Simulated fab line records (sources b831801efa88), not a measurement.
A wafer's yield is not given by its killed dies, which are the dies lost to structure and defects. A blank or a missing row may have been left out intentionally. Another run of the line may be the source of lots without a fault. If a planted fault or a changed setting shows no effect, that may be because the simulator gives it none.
fab line records	flow sky130
record: lots: 12	wafers: 36	lastDay: 50
route steps=708 shown VT_ADJUST_LVTN@116 POLY_GATE@236 CONTACT@429 METAL1@436 PAD_OPEN@708
lots with no fault: from the same line, run without faults
startH: hours from the record's opening day to when the first of the lot's shown wafers began	waitH: how many hours have passed since the lot's step before this one	" repeats the value in the row above	L1.1+2: one row covering several wafers at once	- no value, or no start given	* or withheld: withheld	< > ~ a bound
route shown NAME@n: names a module that has steps shown in the file, with the first one's number in the route	usual: the fault-free wafers' mean and standard deviation	same: alike in all rows	chamber/n: place in a boat	sites: each site's reading	_std_site: the values' standard deviation	_edge_site: inner sites' mean taken away from outer sites' mean	radiusMm: how far each site lies from the wafer's centre	mask NAME#n: copy n	behind: the most recent tool/chamber to have shaped the wafer	hold: why the lot went on hold/how many hours it stayed there/how the hold came to an end	device: the n, p or np transistor that did not switch	end of line: tests run on the same wafers once the route is complete	for a step that has no rows: nothing shown but its recipe	killed: not the wafer's yield, but the dies lost to structure and defects at the first sort	map: the dies of a wafer, with x for killed, . for not killed, _ for no die there
set.NAME: the run value of the setting; set.NAME@STEP: its run value at that earlier step	model.NAME: the simulator's own value behind a step, which no gauge read
route steps across a sampled set of lots; one table per step, one row per wafer
services: a tool's chamber out of use, with start hour (startH, from the record's first day; less than 0 if before it), hours out, and reason
== steps ==
step: SKY_VT_ADJUST_LVTN_IMPLANT_19
recipe: species: B	energyKev: 30	doseCm2: 6.5e+11	tiltDeg: withheld
usual: beamEnergyKeV: 30.001/0.0096	doseIonsCm2: 6.501e+11/6.8e+08	faradayCurrentUA: 3.67/0.067
lot.wafer	tool	chamber	startH	waitH	beamEnergyKeV	doseIonsCm2	faradayCurrentUA
L155.3	implanter-04	0	181.77	0.1	29.997	6.499e+11	3.66
L155.4	"	0	"	"	30.001	6.494e+11	3.69
L155.5	"	0	"	"	29.999	6.504e+11	3.57
L158.1	implanter-04	0	195.50	0.0	29.990	6.504e+11	3.72
L158.2	"	0	"	"	29.995	6.5e+11	3.63
L158.6	"	0	"	"	30.007	6.493e+11	3.73
L159.2	implanter-04	0	197.95	0.0	30.010	6.506e+11	3.68
L159.3	"	0	"	"	30.009	6.507e+11	3.74
L159.4	"	0	"	"	29.998	6.51e+11	3.83
L161.2	implanter-01	0	211.53	0.0	30.010	6.505e+11	3.72
L161.5	"	0	"	"	30.002	6.514e+11	3.70
L161.6	"	0	"	"	29.997	6.502e+11	3.69
L162.1	implanter-04	0	211.80	0.0	29.995	6.501e+11	3.65
L162.4	"	0	"	"	30.011	6.502e+11	3.68
L162.6	"	0	"	"	29.996	6.501e+11	3.71
L164.2	implanter-01	0	229.78	0.0	30.010	6.499e+11	3.66
L164.3	"	0	"	"	30.017	6.491e+11	3.68
L164.5	"	0	"	"	30.012	6.51e+11	3.62
L167.1	implanter-04	0	242.37	0.0	29.988	4.783e+11	2.75
L167.4	"	0	"	"	30.000	4.792e+11	2.61
L167.5	"	0	"	"	30.003	4.788e+11	2.68
L168.2	implanter-04	0	248.18	0.0	30.012	4.783e+11	2.61
L168.3	"	0	"	"	29.991	4.782e+11	2.68
L168.4	"	0	"	"	30.010	4.784e+11	2.68
L173.1	implanter-03	0	282.17	0.0	29.991	6.497e+11	3.69
L173.5	"	0	"	"	29.991	6.502e+11	3.68
L173.6	"	0	"	"	29.985	6.497e+11	3.67
L174.2	implanter-01	0	291.64	0.0	29.988	6.519e+11	3.82
L174.3	"	0	"	"	29.993	6.513e+11	3.66
L174.6	"	0	"	"	30.001	6.507e+11	3.69
L175.2	implanter-03	0	299.84	0.0	30.014	6.502e+11	3.73
L175.5	"	0	"	"	30.010	6.497e+11	3.62
L175.6	"	0	"	"	30.008	6.491e+11	3.71
L178.1	implanter-03	0	320.40	0.0	30.012	6.493e+11	3.65
L178.3	"	0	"	"	30.002	6.5e+11	3.68
L178.5	"	0	"	"	30.016	6.486e+11	3.67
step: SKY_VT_ADJUST_LVTN_TW_MEAS_21
usual: VT_ADJUST_LVTN_2_TW: 188.2/1.4
lot.wafer	tool	chamber	startH	waitH	VT_ADJUST_LVTN_2_TW
L155.3	filmMetro-01	-	181.99	0.1	189.5
L155.4	"	-	"	"	189.2
L155.5	"	-	"	"	189.4
L158.1	filmMetro-04	-	195.75	0.1	190.2
L158.2	"	-	"	"	191.1
L158.6	"	-	"	"	189.8
L159.2	filmMetro-01	-	198.18	0.1	188.2
L159.3	"	-	"	"	188.5
L159.4	"	-	"	"	187.9
L161.2	filmMetro-01	-	211.76	0.1	187.9
L161.5	"	-	"	"	188.5
L161.6	"	-	"	"	188.4
L162.1	filmMetro-04	-	212.05	0.1	190.0
L162.4	"	-	"	"	190.5
L162.6	"	-	"	"	189.4
L164.2	filmMetro-01	-	230.01	0.1	187.6
L164.3	"	-	"	"	188.0
L164.5	"	-	"	"	189.5
L167.1	filmMetro-01	-	242.62	0.1	173.6
L167.4	"	-	"	"	174.3
L167.5	"	-	"	"	172.9
L168.2	filmMetro-02	-	248.41	0.1	171.6
L168.3	"	-	"	"	170.7
L168.4	"	-	"	"	170.7
L173.1	filmMetro-04	-	282.42	0.1	188.1
L173.5	"	-	"	"	188.7
L173.6	"	-	"	"	187.4
L174.2	filmMetro-02	-	291.88	0.1	186.5
L174.3	"	-	"	"	186.4
L174.6	"	-	"	"	186.6
L175.2	filmMetro-04	-	300.08	0.1	189.2
L175.5	"	-	"	"	190.1
L175.6	"	-	"	"	190.0
L178.1	filmMetro-01	-	320.65	0.1	189.2
L178.3	"	-	"	"	188.2
L178.5	"	-	"	"	188.5
step: SKY_POLY_GATE_CD_MEAS_22
usual: cdNm: 150.3/2.6
lot.wafer	tool	chamber	startH	waitH	cdNm
L155.3	cdSem-01	-	393.38	0.1	148.6
L155.4	"	-	"	"	151.5
L155.5	"	-	"	"	148.3
L158.1	cdSem-02	-	414.67	0.1	151.2
L158.2	"	-	"	"	152.9
L158.6	"	-	"	"	153.5
L159.2	cdSem-02	-	420.35	0.1	144.9
L159.3	"	-	"	"	151.6
L159.4	"	-	"	"	152.0
L161.2	cdSem-01	-	435.82	0.1	151.4
L161.5	"	-	"	"	150.3
L161.6	"	-	"	"	151.4
L162.1	cdSem-01	-	441.48	0.1	149.7
L162.4	"	-	"	"	147.9
L162.6	"	-	"	"	149.1
L164.2	cdSem-01	-	462.85	0.1	149.5
L164.3	"	-	"	"	154.0
L164.5	"	-	"	"	151.2
L167.1	cdSem-02	-	477.52	0.1	151.5
L167.4	"	-	"	"	153.6
L167.5	"	-	"	"	152.9
L168.2	cdSem-02	-	489.15	0.1	146.3
L168.3	"	-	"	"	155.0
L168.4	"	-	"	"	153.4
L173.1	cdSem-01	-	531.32	0.1	150.1
L173.5	"	-	"	"	142.8
L173.6	"	-	"	"	151.3
L174.2	cdSem-02	-	542.15	0.1	148.4
L174.3	"	-	"	"	150.1
L174.6	"	-	"	"	147.8
L175.2	cdSem-01	-	547.96	0.1	152.6
L175.5	"	-	"	"	154.1
L175.6	"	-	"	"	151.5
L178.1	cdSem-01	-	572.63	0.1	153.6
L178.3	"	-	"	"	153.2
L178.5	"	-	"	"	151.3
step: SKY_CONTACT_SPUTTER_23
recipe: material: TiN	targetThkNm: 20	chamberPressurePa: 5	powerW: 4000	timeS: 80
usual: throttleValvePct: 30.4/0.82
lot.wafer	tool	chamber	startH	waitH	throttleValvePct
L155.3	pvdSputter-04	-	755.27	0.0	29.8
L155.4	"	-	"	"	30.4
L155.5	"	-	"	"	30.5
L158.1	pvdSputter-01	-	775.51	0.0	31.0
L158.2	"	-	"	"	30.7
L158.6	"	-	"	"	30.1
L159.2	pvdSputter-04	-	779.48	0.0	30.0
L159.3	"	-	"	"	30.1
L159.4	"	-	"	"	30.7
L161.2	pvdSputter-02	-	792.67	0.0	32.2
L161.5	"	-	"	"	32.1
L161.6	"	-	"	"	31.7
L162.1	pvdSputter-04	-	797.29	0.0	30.2
L162.4	"	-	"	"	29.9
L162.6	"	-	"	"	29.8
L164.2	pvdSputter-01	-	815.20	0.0	30.6
L164.3	"	-	"	"	29.3
L164.5	"	-	"	"	30.4
L167.1	pvdSputter-01	-	827.91	0.0	30.1
L167.4	"	-	"	"	30.3
L167.5	"	-	"	"	29.3
L168.2	pvdSputter-01	-	848.01	0.0	31.1
L168.3	"	-	"	"	30.5
L168.4	"	-	"	"	30.2
L173.1	pvdSputter-04	-	873.88	0.0	29.9
L173.5	"	-	"	"	29.8
L173.6	"	-	"	"	30.5
L174.2	pvdSputter-01	-	885.91	0.0	30.2
L174.3	"	-	"	"	28.9
L174.6	"	-	"	"	30.0
L175.2	pvdSputter-02	-	887.70	0.0	29.0
L175.5	"	-	"	"	29.3
L175.6	"	-	"	"	32.0
L178.1	pvdSputter-04	-	909.81	0.0	29.5
L178.3	"	-	"	"	30.3
L178.5	"	-	"	"	30.7
step: SKY_METAL1_SPUTTER_02
recipe: material: AlCu	targetThkNm: 250	powerW: 10600	timeS: 13.3	chamberPressurePa: 0.4
usual: throttleValvePct: 30.1/0.74
lot.wafer	tool	chamber	startH	waitH	throttleValvePct
L155.3	pvdSputter-03	-	755.97	0.0	30.1
L155.4	"	-	"	"	30.7
L155.5	"	-	"	"	30.6
L158.1	pvdSputter-03	-	776.32	0.0	30.4
L158.2	"	-	"	"	30.6
L158.6	"	-	"	"	28.5
L159.2	pvdSputter-03	-	780.29	0.0	30.3
L159.3	"	-	"	"	30.3
L159.4	"	-	"	"	28.4
L161.2	pvdSputter-03	-	793.37	0.0	30.0
L161.5	"	-	"	"	28.3
L161.6	"	-	"	"	30.7
L162.1	pvdSputter-01	-	797.99	0.0	29.3
L162.4	"	-	"	"	30.1
L162.6	"	-	"	"	30.7
L164.2	pvdSputter-03	-	816.01	0.0	30.2
L164.3	"	-	"	"	28.4
L164.5	"	-	"	"	30.3
L167.1	pvdSputter-01	-	828.93	0.0	30.7
L167.4	"	-	"	"	30.1
L167.5	"	-	"	"	30.8
L168.2	pvdSputter-04	-	848.71	0.0	29.9
L168.3	"	-	"	"	30.6
L168.4	"	-	"	"	30.8
L173.1	pvdSputter-03	-	874.69	0.0	30.5
L173.5	"	-	"	"	30.4
L173.6	"	-	"	"	30.4
L174.2	pvdSputter-04	-	886.61	0.0	30.5
L174.3	"	-	"	"	30.3
L174.6	"	-	"	"	30.6
L175.2	pvdSputter-04	-	888.40	0.0	30.5
L175.5	"	-	"	"	30.5
L175.6	"	-	"	"	30.5
L178.1	pvdSputter-01	-	910.51	0.0	30.4
L178.3	"	-	"	"	30.9
L178.5	"	-	"	"	30.7
step: SKY_PAD_OPEN_PROBE_99
usual: killed_at_M0_to_M3: 43/7	killed_at_M4_up: 3.1/1.9	killedAtContacts: 25/6.1	killedAtFrontEnd: 15/4.5	killedAtOther: 0.3/0.55	killedDies: 87/8.9	killedOnRim: 17/4	killedOpen: 47/6.4	killedShort: 40/6.6
same: grossDies: 492	killedAtBackSide: 0
lot.wafer	tool	chamber	startH	waitH	killed_at_M0_to_M3	killed_at_M4_up	killedAtContacts	killedAtFrontEnd	killedAtOther	killedDies	killedOnRim	killedOpen	killedShort
L161.2	prober-02	-	1121.77	0.1	44	2	29	22	0	97	21	45	50
L161.5	prober-02	-	1121.92	0.2	32	9	12	13	0	66	14	36	28
L161.6	prober-02	-	1121.97	0.2	43	2	27	11	1	84	14	43	41
L167.1	prober-02	-	1148.31	0.1	47	2	19	12	1	81	16	45	35
L167.4	prober-02	-	1148.46	0.2	42	3	24	13	0	82	13	45	36
L167.5	prober-02	-	1148.51	0.2	44	2	22	15	0	83	16	50	33
L168.2	prober-01	-	1161.42	0.1	42	0	28	18	2	90	19	47	43
L168.3	prober-01	-	1161.47	0.2	39	5	20	19	0	83	16	45	38
L168.4	prober-01	-	1161.52	0.2	50	2	22	9	0	83	16	43	40
killed by level:class
L161.2 CONTACT:geometricParticle:open=9 VIA1:geometricParticle:open=8 FIELD_ISO:geometricParticle:short=7 VIA2:geometricParticle:short=7 CONTACT:geometricParticle:short=6 LI_CONTACT:geometricParticle:open=6 LOCAL_INTERCONNECT:geometricParticle:short=5 POLY_GATE:geometricParticle:short=5
L161.5 VIA1:geometricParticle:open=6 METAL2:geometricParticle:short=6 VIA3:geometricParticle:open=6 METAL4:geometricParticle:short=6 FIELD_ISO:geometricParticle:open=5 CONTACT:geometricParticle:open=5 VIA2:geometricParticle:open=5 LI_CONTACT:geometricParticle:open=3
L161.6 CONTACT:geometricParticle:open=11 LI_CONTACT:geometricParticle:open=7 VIA1:geometricParticle:open=7 VIA2:geometricParticle:open=7 METAL1:geometricParticle:short=6 VIA1:geometricParticle:short=5 METAL3:geometricParticle:short=5 CONTACT:geometricParticle:short=4
L167.1 LI_CONTACT:geometricParticle:open=10 VIA2:geometricParticle:open=9 VIA1:geometricParticle:short=8 VIA1:geometricParticle:open=8 METAL1:geometricParticle:short=6 FIELD_ISO:geometricParticle:short=5 CONTACT:geometricParticle:open=5 VIA3:geometricParticle:open=5
L167.4 LI_CONTACT:geometricParticle:open=9 VIA1:geometricParticle:open=9 VIA3:geometricParticle:open=8 CONTACT:geometricParticle:open=6 CONTACT:geometricParticle:short=5 METAL1:geometricParticle:short=5 VIA1:geometricParticle:short=5 POLY_GATE:geometricParticle:open=4
L167.5 CONTACT:geometricParticle:open=12 VIA1:geometricParticle:open=12 LI_CONTACT:geometricParticle:open=8 METAL1:geometricParticle:short=7 FIELD_ISO:geometricParticle:open=5 VIA2:geometricParticle:open=5 POLY_GATE:geometricParticle:short=4 VIA1:geometricParticle:short=4
L168.2 VIA3:geometricParticle:open=10 VIA1:geometricParticle:open=9 CONTACT:geometricParticle:short=8 CONTACT:geometricParticle:open=7 METAL1:geometricParticle:short=7 METAL2:geometricParticle:short=7 LOCAL_INTERCONNECT:geometricParticle:short=6 FIELD_ISO:geometricParticle:open=5
L168.3 CONTACT:geometricParticle:open=8 VIA1:geometricParticle:short=7 METAL1:geometricParticle:short=7 VIA1:geometricParticle:open=7 POLY_GATE:geometricParticle:short=5 LI_CONTACT:geometricParticle:open=5 VIA2:geometricParticle:open=5 FIELD_ISO:geometricParticle:open=4
L168.4 VIA1:geometricParticle:open=11 VIA2:geometricParticle:open=10 CONTACT:geometricParticle:short=6 CONTACT:geometricParticle:open=6 METAL2:geometricParticle:short=6 VIA2:geometricParticle:short=5 LI_CONTACT:geometricParticle:open=4 LOCAL_INTERCONNECT:geometricParticle:short=4
== services ==
tool	chamber	startH	hours	kind
implanter-04	-	159.98	5.5	pm
implanter-04	-	243.79	0.6	repair
implanter-04	-	316.24	2.5	repair
implanter-04	-	318.52	8.6	repair
pvdSputter-04	-	334.65	2.4	repair
implanter-04	-	366.26	1.8	repair
implanter-04	-	395.71	6.4	pm
implanter-04	-	421.08	4.0	pm
pvdSputter-01	-	421.74	2.8	repair
pvdSputter-01	-	442.04	12.5	repair
pvdSputter-01	-	470.94	7.4	repair
pvdSputter-04	-	556.09	1.2	repair
pvdSputter-04	-	556.39	18.2	repair
pvdSputter-04	-	615.24	2.6	repair
pvdSputter-01	-	660.84	6.3	repair
pvdSputter-01	-	671.98	3.2	repair
pvdSputter-01	-	702.99	6.2	repair
pvdSputter-01	-	738.66	0.6	repair
pvdSputter-04	-	739.58	1.5	repair
pvdSputter-04	-	807.20	3.0	repair
pvdSputter-04	-	824.55	9.4	repair
pvdSputter-01	-	831.23	8.0	repair
pvdSputter-01	-	848.44	4.2	repair
pvdSputter-01	-	852.78	1.3	repair
== key ==
firstSign: step: SKY_VT_ADJUST_LVTN_IMPLANT_19	reading: doseIonsCm2	direction: down	sigmas: 99+	usual: *	struck: *
effect: step: SKY_VT_ADJUST_LVTN_IMPLANT_19	reading: faradayCurrentUA	direction: down	sigmas: 15	usual: 3.67	struck: 2.67
effect: step: SKY_VT_ADJUST_LVTN_TW_MEAS_21	reading: VT_ADJUST_LVTN_2_TW	direction: down	sigmas: 12	usual: 188.2	struck: 172.3
metAt SKY_VT_ADJUST_LVTN_IMPLANT_19
struckLots L167,L168
testerLeftOut L167,L168
notActingAt SKY_POLY_GATE_CD_MEAS_22,SKY_CONTACT_SPUTTER_23,SKY_METAL1_SPUTTER_02
onsetBetween 211.80 242.37
fault: kind: processParameterDrift	tool: implanter-04	chamber: -	onsetH: 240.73	steps: SKY_VT_ADJUST_LVTN_IMPLANT_19	channel: doseCm2	offset: *	shape: step	endH: 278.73	actsIn: *	stated: *
testerLeftOut: of these lots the tester's yield and bins aren't shown, on N5 and GAA mostly nor the transistor test; their killed dies are dies lost to structure and defects alone, not to doping, threshold or leakage, so they don't give the yield
